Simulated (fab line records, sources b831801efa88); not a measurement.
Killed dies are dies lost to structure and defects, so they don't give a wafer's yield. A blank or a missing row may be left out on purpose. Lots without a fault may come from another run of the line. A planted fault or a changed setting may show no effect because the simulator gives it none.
One fault seen from 2 desks | flow gf180mcu | each desk has only its own numbers; what lay behind them comes last

THE TOOL OWNER'S DESK: cvd_w-01
The tool's own readings at GF_V5_CVD_23 (deposits W, target thk 350 nm, time 104.9 s): means of the sampled wafers that have a number, for each lot that ran on this tool. A lot is out of limits, marked OUT, if its mean lies more than 4 standard deviations from the usual mean; the brackets give that distance.
Columns: A = heater_power_w at GF_V5_CVD_23, usual 827 W
lot  | first seen here | A
L319 | day 27 16:08    | 797
L321 | day 28 07:19    | 758
L323 | day 28 20:41    | 763
L327 | day 30 01:13    | 756
L329 | day 30 17:30    | 796
L332 | day 31 10:37    | 821
This desk's finding: nothing out of limits on any of the 6 lots.

THE METROLOGY DESK
What the gauges read, lot by lot, whatever tool the lot ran on: means of the sampled wafers that have a number. A lot is out of limits, marked OUT, if its mean lies more than 4 standard deviations from the usual mean; the brackets give that distance.
Columns: A = cd_nm at GF_M5_CD_MEAS_07, usual 279.9 nm; B = M5_OVL at GF_M5_OVL_MEAS_08, usual -2 nm; C = V5_W_RS at GF_V5_RS_MEAS_24, usual 0.325 ohm/sq; D = V5_W_THK at GF_V5_THK_MEAS_25, usual 350 nm
lot  | first seen here | A     | B   | C                | D
L319 | day 26 17:49    | 280.6 | -3  | 0.322            | 352
L320 | day 26 23:19    | 279.1 | -1  | 0.328            | 346
L321 | day 27 09:00    | 280.6 | -10 | 0.324            | 346
L322 | day 27 15:58    | 281.2 | 2   | 0.326            | 354
L323 | day 27 22:58    | 280.5 | 2   | 0.327            | 347
L327 | day 29 02:49    | 279.4 | -3  | 0.395 (+21) OUT  | 291 (-12) OUT
L329 | day 29 20:16    | 280.2 | 3   | 0.357 (+9.5) OUT | 322 (-5.8) OUT
L332 | day 30 15:01    | 281.9 | 3   | 0.322            | 352
L334 | day 31 08:30    | 278.7 | -1  | 0.325            | 345
L335 | day 31 09:10    | 280.0 | 1   | 0.325            | 351
L340 | day 32 11:38    | 280.3 | -1  | 0.326            | 354
This desk's finding: out of limits on L327, L329; first on L327, day 30 01:20 (V5_W_RS at GF_V5_RS_MEAS_24). In limits: L319, L320, L321, L322, L323, L332, L334, L335, L340.

PUT TOGETHER
The metrology desk could have raised an alarm at day 30 01:20, on L327, L329.
The tool owner's desk saw nothing out of limits.
The tool owner's desk has L327, L329 on record, within its limits.
Of the lots named, all ran GF_V5_CVD_23 on cvd_w-01.

WHAT THE SIMULATOR HAD PUT IN
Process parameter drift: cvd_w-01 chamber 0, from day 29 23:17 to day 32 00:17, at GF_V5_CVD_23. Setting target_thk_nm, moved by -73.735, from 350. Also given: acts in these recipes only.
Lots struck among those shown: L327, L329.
Hours from the fault's start to each desk's first reading out of limits: the metrology desk, 2.
